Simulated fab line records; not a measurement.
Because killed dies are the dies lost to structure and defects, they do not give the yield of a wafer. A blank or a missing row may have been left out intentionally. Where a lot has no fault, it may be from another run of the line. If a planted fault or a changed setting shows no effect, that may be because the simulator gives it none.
Struck lot and sound lot, side by side | flow sky130 | 26 steps out of a route of 708
Sound: the wafers L695.1, L695.2, L695.3. Wafers L700.2, L700.3, L700.5 were the ones struck. Last of all comes the cause.
Per side, at each step with rows, come the tool, then ch with its chambers, and then its first start. Under that, the readings that differ: sound wafers | struck wafers | difference of the means | sigmas: that difference in standard deviations of wafers without a fault.
alike: words and numbers the same on both sides, and readings whose means are apart by under 2 such deviations; not compared: readings that were withheld, readings missing a value for some wafer, numbers with overlapping values and no deviation given by the record, and bounds like >300 which may hide the same value.
A row with sigmas, a row that says differs or no value, or rows on one side alone: a step with any of these is where the two part. When numbers do not overlap yet have no deviation, they are printed without sigmas and do not part them. Lack of a reading on every wafer of one side parts them only where that side has two or more wafers.

first, 3 steps without rows for these wafers: SKY_CAP2M_EXPOSE_09 (exposes mask CAP2M, target cd 1000 nm); SKY_CAP2M_PEB_10; SKY_CAP2M_DEVELOP_11 (develop time 60 s).
SKY_CAP2M_OVL_MEAS_12:
  struck on overlay-02, day 44 04:41; sound on overlay-01, day 42 15:23
  alike: CAP2M_OVL
SKY_CAP2M_METAL_ETCH_13: etches TiN in Cl2/BCl3, stops on SiO2, target depth 220 nm, time 62.9 s.
  sound on rie-metal-02 ch 0,1, day 42 15:25; struck on rie-metal-03 ch 1, day 44 04:43
  reading                     | sound       | struck      | difference | sigmas
  drypump-motor-current-A (A) | 6.0 6.3 6.0 | 4.8 4.7 4.7 | -1.4       | -3
  alike: oes-product-au, throttle-valve-pct
  not compared: rf-hours-counter-h
SKY_CAP2M_STRIP_14: strips in O2/N2.
  sound on plasma-asher-04 ch 0,1, day 42 15:30; struck on plasma-asher-04 ch 0, day 44 04:48
  alike: drypump-motor-current-A, oes-product-au, strip-time-to-endpoint-s
  not compared: rf-hours-counter-h
then, 6 steps without rows for these wafers: SKY_CAP2M_STRIP_15 (strips in post etch residue remover, time 1200 s); SKY_CAP2M_CLEAN_16 (cleans in IPA, time 180 s); SKY_CAP2M_CLEAN_17 (cleans in O3/DIW); SKY_METAL4_DEHYDRATE_05 (time 60 s); SKY_METAL4_HMDS_06 (prime time 60 s); SKY_METAL4_COAT_07 (resist thk 60 nm).
SKY_METAL4_COAT_08: resist thk 1140 nm.
  sound on litho-track-02 ch 0, day 43 03:00; struck on litho-track-01 ch 0, day 44 16:00
  reading                                       | sound             | struck            | difference | sigmas
  resist-line-temp-C (C)                        | 23.08 23.23 23.16 | 22.93 22.80 22.85 | -0.30      | -3
  model.KrF-thick_of_METAL4_COAT_08.thk-nm (nm) | 1142 1142 1139    | 1230 1232 1230    | +90        |
then, 4 steps without rows for these wafers: SKY_METAL4_SOFTBAKE_09 (time 90 s); SKY_METAL4_EXPOSE_10 (exposes mask MM4, target cd 300 nm); SKY_METAL4_PEB_11; SKY_METAL4_DEVELOP_12 (develop time 60 s).
SKY_METAL4_CD_MEAS_13 targets a cd of 300 nm.
  struck on cd-sem-01, day 45 04:07; sound on cd-sem-02, day 43 14:23
  reading    | sound             | struck            | difference | sigmas
  cd-nm (nm) | 297.9 296.7 297.4 | 303.0 303.4 302.3 | +5.6       | +4
SKY_METAL4_OVL_MEAS_14:
  struck on overlay-02, day 45 04:14; sound on overlay-01, day 43 14:31
  alike: METAL4_OVL
SKY_METAL4_DESCUM_15: chemistry O2, time 8 s.
  sound on rie-metal-03 ch 0,1, day 43 14:32; struck on rie-metal-02 ch 0,1, day 45 04:16
  reading                 | sound             | struck            | difference | sigmas
  model.METAL4.cd-nm (nm) | 297.8 296.5 297.3 | 303.5 302.6 302.6 | +5.7       |
  alike: drypump-motor-current-A, oes-product-au
  not compared: rf-hours-counter-h
SKY_METAL4_ETCH_16: etches BARC in N2/H2, stops on SiO2, time 88.2 s, target depth 60 nm.
  sound on rie-metal-03 ch 0,1, day 43 14:34; struck on rie-metal-02 ch 0,1, day 45 04:17
  alike: drypump-motor-current-A, oes-product-au, throttle-valve-pct
  not compared: rf-hours-counter-h
SKY_METAL4_ETCH_17: etches SiO2 in C4F8/O2/Ar, stops on TiN, time 3.9 s, target depth 15 nm.
  sound on rie-diel-02 ch 0,1,3, day 43 14:40; struck on rie-diel-02 ch 0,2, day 45 04:23
  alike: oes-product-au
  not compared: rf-hours-counter-h
SKY_METAL4_METAL_ETCH_18: etches the open film in Cl2/BCl3, stops on SiO2, target depth 845 nm, time 183.1 s.
  sound on rie-metal-02 ch 1, day 43 14:41; struck on rie-metal-03 ch 0,1, day 45 04:25
  reading                                       | sound           | struck            | difference | sigmas
  model.KrF-thick_of_METAL4_COAT_08.thk-nm (nm) | 547.2 545.4 539 | 603.5 631.8 600.9 | +68.2      |
  alike: drypump-motor-current-A, oes-product-au, throttle-valve-pct
  not compared: rf-hours-counter-h
SKY_METAL4_STRIP_19: strips in O2/N2.
  sound on plasma-asher-03 ch 0,1, day 43 15:03; struck on plasma-asher-02 ch 0, day 45 04:35
  reading                      | sound             | struck            | difference | sigmas
  oes-product-au (a.u.)        | 0.514 0.508 0.504 | 0.535 0.541 0.533 | +0.028     | +4
  strip-time-to-endpoint-s (s) | 6.73 6.71 6.66    | 7.29 7.57 7.27    | +0.68      | +5
  alike: drypump-motor-current-A
  not compared: rf-hours-counter-h
then, 1 step without rows for these wafers: SKY_METAL4_STRIP_20 (strips in post etch residue remover, time 1200 s).
-- the record jumps here: 4 days lie between the struck wafers' starts before and after (it left off in module METAL4 and takes up again in module PAD_OPEN, whose first step shown is number 708 of the route) --
SKY_PAD_OPEN_PROBE_99:
  struck on prober-01, day 48 19:41; sound on prober-01, day 47 10:23
  alike: defect-limited-yield, killed_at_M0_to_M3, killed_at_M4_up, killed-at-contacts, killed-at-front-end, killed-at-other, killed-dies, killed-open, killed-short, sort_bin_3_pad_short, sort_bin_5_function, sort_bin_6_memory, sort-n-pass, sort-yield-pct

== WHERE THEY PART ==
At SKY_CAP2M_METAL_ETCH_13 first; at SKY_METAL4_STRIP_19 last (within this record only). Later steps at which nothing parts them and some readings are alike: SKY_PAD_OPEN_PROBE_99.

WHY: what had been put in by the simulator
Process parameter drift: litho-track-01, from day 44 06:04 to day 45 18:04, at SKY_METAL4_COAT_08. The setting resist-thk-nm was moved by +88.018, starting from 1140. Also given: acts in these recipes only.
